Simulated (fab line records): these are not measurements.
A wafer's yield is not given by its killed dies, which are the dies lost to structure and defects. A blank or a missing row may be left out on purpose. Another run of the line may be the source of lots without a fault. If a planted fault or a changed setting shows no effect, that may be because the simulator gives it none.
A lot that was struck, set against a sound lot | flow sky130 | 43 out of 708 route steps
Sound: these wafers, L203.1, L203.3, L203.5. The struck wafers were L209.1, L209.2, L209.3. The cause comes at the end.
Per side, at each step with rows, come the tool, then ch with its chambers, and then its first start. Under that, the readings that differ: sound wafers | struck wafers | difference of the means | sigmas: that difference in standard deviations of wafers without a fault.
alike: a reading whose means differ by less than 2 such deviations, as well as words and numbers matching on both sides. not compared: withheld readings; readings where some wafer has no value; bounds like >300 that might hide an equal value; numbers whose values overlap and for which the record gives no deviation.
The two part at a step that has a row with sigmas, a row that says differs or no value, or rows on one side only. Numbers that don't overlap but have no deviation are shown without sigmas and don't part them. A reading that every wafer of one side lacks parts them only if that side has two wafers or more.

first, 5 steps without rows for these wafers: SKY_VIA2_ETCH_15 (etches SiO2 in C4F8/O2/Ar, stops on TiN, target depth 546 nm, time 84 s); SKY_VIA2_STRIP_16 (strips in O2/N2); SKY_VIA2_STRIP_17 (strips in post etch residue remover, time 1200 s); SKY_VIA2_CLEAN_18 (cleans in IPA, time 180 s); SKY_VIA2_CLEAN_19 (cleans in O3/DIW).
SKY_VIA2_SPUTTER_20: material TiN, target thk 20 nm, time 80 s.
  sound: pvd sputter-04 at day 37 14:23; struck: pvd sputter-03 at day 39 11:37
  alike: throttle valve pct
SKY_VIA2_CVD_21: deposits W, target thk 420 nm, time 126.4 s.
  sound on cvd w-02 ch 0,1, day 37 14:27; struck on cvd w-02 ch 0,1, day 39 11:40
  alike: chamber pressure Torr, heater power w
SKY_VIA2_RS_MEAS_22: a four-point-probe measurement.
  sound: film metro-04 at day 37 14:35; struck: film metro-01 at day 39 11:48
  alike: VIA2_W_RS
SKY_VIA2_THK_MEAS_23: measures by xrf.
  sound: film metro-04 at day 37 14:42; struck: film metro-01 at day 39 11:55
  alike: VIA2_W_THK
then, 2 steps without rows for these wafers: SKY_VIA2_CMP_24 (polishes, stops on SiO2, t overpolish 20 s, target thk 0 nm); SKY_METAL3_SPUTTER_00 (material Ti, target thk 15 nm, time 10 s).
SKY_METAL3_SPUTTER_01: material TiN, target thk 20 nm, time 16.7 s.
  sound: pvd sputter-02 at day 37 15:05; struck: pvd sputter-01 at day 39 12:18
  alike: throttle valve pct
SKY_METAL3_SPUTTER_02: material AlCu, target thk 735 nm, time 39.1 s.
  sound: pvd sputter-02 at day 37 15:07; struck: pvd sputter-01 at day 39 12:20
  alike: throttle valve pct
then, 3 steps without rows for these wafers: SKY_METAL3_SPUTTER_03 (material Ti, target thk 5 nm, time 3.3 s); SKY_METAL3_SPUTTER_04 (material TiN, target thk 70 nm, time 58.3 s); SKY_CAPM_CVD_00 (deposits SiO2, target thk 15.5 nm).
SKY_CAPM_THK_MEAS_01:
  sound: film metro-03 at day 37 15:14; struck: film metro-03 at day 39 12:28
  alike: CAPM_CVD_00_THK
SKY_CAPM_SPUTTER_02: material TiN, target thk 200 nm, time 166.7 s.
  sound: pvd sputter-03 at day 37 15:17; struck: pvd sputter-04 at day 39 12:31
  alike: throttle valve pct
SKY_CAPM_RS_MEAS_03: a four-point-probe measurement.
  sound: film metro-02 at day 37 15:24; struck: film metro-02 at day 39 12:38
  alike: CAPM_TIN_RS
SKY_CAPM_THK_MEAS_04: measures by xrf.
  sound: film metro-02 at day 37 15:31; struck: film metro-02 at day 39 12:45
  alike: CAPM_TIN_THK
then, 7 steps without rows for these wafers: SKY_CAPM_DEHYDRATE_05 (time 60 s); SKY_CAPM_HMDS_06 (prime time 60 s); SKY_CAPM_COAT_07 (resist thk 1140 nm); SKY_CAPM_SOFTBAKE_08 (time 60 s); SKY_CAPM_EXPOSE_09 (exposes mask CAPM, target cd 1000 nm); SKY_CAPM_PEB_10; SKY_CAPM_DEVELOP_11 (develop time 60 s).
SKY_CAPM_OVL_MEAS_12:
  sound: overlay-02 at day 38 16:43; struck: overlay-01 at day 40 13:22
  alike: CAPM_OVL
then, 1 step without rows for these wafers: SKY_CAPM_METAL_ETCH_13 (etches TiN in Cl2/BCl3, stops on SiO2, target depth 220 nm, time 62.9 s).
SKY_CAPM_STRIP_14: strips in O2/N2.
  sound on plasma asher-02 ch 1, day 38 16:50; struck on plasma asher-02 ch 0,1, day 40 13:29
  alike: drypump motor current A, oes product au, strip time to endpoint s
  not compared: rf hours counter h
then, 11 steps without rows for these wafers: SKY_CAPM_STRIP_15 (strips in post etch residue remover, time 1200 s); SKY_CAPM_CLEAN_16 (cleans in IPA, time 180 s); SKY_CAPM_CLEAN_17 (cleans in O3/DIW); SKY_METAL3_DEHYDRATE_05 (time 60 s); SKY_METAL3_HMDS_06 (prime time 60 s); SKY_METAL3_COAT_07 (resist thk 60 nm); SKY_METAL3_COAT_08 (resist thk 1140 nm); SKY_METAL3_SOFTBAKE_09 (time 90 s); SKY_METAL3_EXPOSE_10 (exposes mask MM3, target cd 300 nm); SKY_METAL3_PEB_11; SKY_METAL3_DEVELOP_12 (develop time 60 s).
SKY_METAL3_CD_MEAS_13: target cd 300 nm.
  sound: cd sem-02 at day 39 18:07; struck: cd sem-02 at day 41 14:43
  alike: cd nm
-- the record jumps here: 7 days lie between the struck wafers' starts before and after (it left off in module METAL3 and takes up again in module PAD_OPEN, whose first step shown is number 708 of the route) --
SKY_PAD_OPEN_PROBE_99:
  record: rows for the struck wafers here (prober-02, day 48 09:12), none for the sound ones

## WHERE THEY PART
At SKY_PAD_OPEN_PROBE_99 and nowhere else, as far as this record goes.

WHY: the cause the simulator had injected
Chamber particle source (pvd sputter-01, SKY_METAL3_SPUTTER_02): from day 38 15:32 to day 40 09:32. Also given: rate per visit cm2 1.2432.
